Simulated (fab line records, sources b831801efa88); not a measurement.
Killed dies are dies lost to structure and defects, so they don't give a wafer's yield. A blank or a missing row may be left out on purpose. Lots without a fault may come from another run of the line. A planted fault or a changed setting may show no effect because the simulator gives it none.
Chamber matching | flow gf180mcu | GF_MIM_CVD_05 on pecvd-01: 3 sister chambers
The step deposits Si3N4, target thk 42 nm, time 29.086 s. 18 wafers are shown with their chamber, then 9 later ones without.

WAFERS WITH THEIR CHAMBER
wafer  | chamber | heater_power_w (W) | temp_max_c (C)
L077.1 | 2       | 869                | 399.80
L077.3 | 0       | 636                | 400.53
L077.4 | 2       | 847                | 400.00
L080.1 | 0       | 628                | 399.95
L080.2 | 2       | 724                | 400.14
L080.3 | 1       | 741                | 399.72
L081.1 | 2       | 748                | 400.08
L081.2 | 0       | 626                | 399.36
L081.4 | 2       | 734                | 400.35
L083.2 | 1       | 692                | 399.89
L083.5 | 1       | 694                | 400.11
L083.6 | 0       | 531                | 400.25
L085.1 | 2       | 850                | 400.06
L085.4 | 2       | 828                | 400.33
L085.6 | 0       | 592                | 400.14
L088.1 | 2       | 893                | 400.32
L088.3 | 1       | 776                | 399.90
L088.4 | 1       | 747                | 399.70

SIGNATURES (means of the wafers above)
reading        | chamber 0 | chamber 1 | chamber 2 | scatter within a chamber
heater_power_w | 602.60    | 730.00    | 811.62    | 53.8
temp_max_c     | 400.0460  | 399.8640  | 400.1350  | 0.275
Rule: a wafer's distance from a chamber is the root of the sum, over the readings, of the square of ((its reading less the chamber's mean) divided by the reading's scatter). The wafer belongs to the nearest chamber; if the next one is less than 2 further off, it can't be placed. The scatter: the root of (the sum of the squares of (reading less its chamber's mean) over the shown wafers, divided by (wafers less chambers)).

WAFERS WITHOUT THEIR CHAMBER
wafer  | heater_power_w (W) | temp_max_c (C)
L089.2 | 724                | 400.13
L089.4 | 625                | 399.95
L089.5 | 722                | 400.08
L094.1 | 673                | 399.88
L094.4 | 577                | 399.99
L094.5 | 663                | 399.96
L097.1 | 739                | 399.76
L097.4 | 583                | 399.68
L097.5 | 841                | 399.86

WHICH CHAMBER EACH WENT THROUGH
wafer  | from the rows above          | in truth
L089.2 | can't be placed: 1 or 2 or 0 | 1
L089.4 | can't be placed: 0 or 1      | 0
L089.5 | can't be placed: 1 or 2 or 0 | 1
L094.1 | can't be placed: 1 or 0 or 2 | 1
L094.4 | 0                            | 0
L094.5 | can't be placed: 0 or 1 or 2 | 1
L097.1 | can't be placed: 1 or 2      | 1
L097.4 | can't be placed: 0 or 1      | 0
L097.5 | can't be placed: 2 or 1      | 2
Placed correctly: 1 of 9. Can't be placed from these rows: 8 (the true chamber is among the candidates in 8). Placed wrongly: 0.
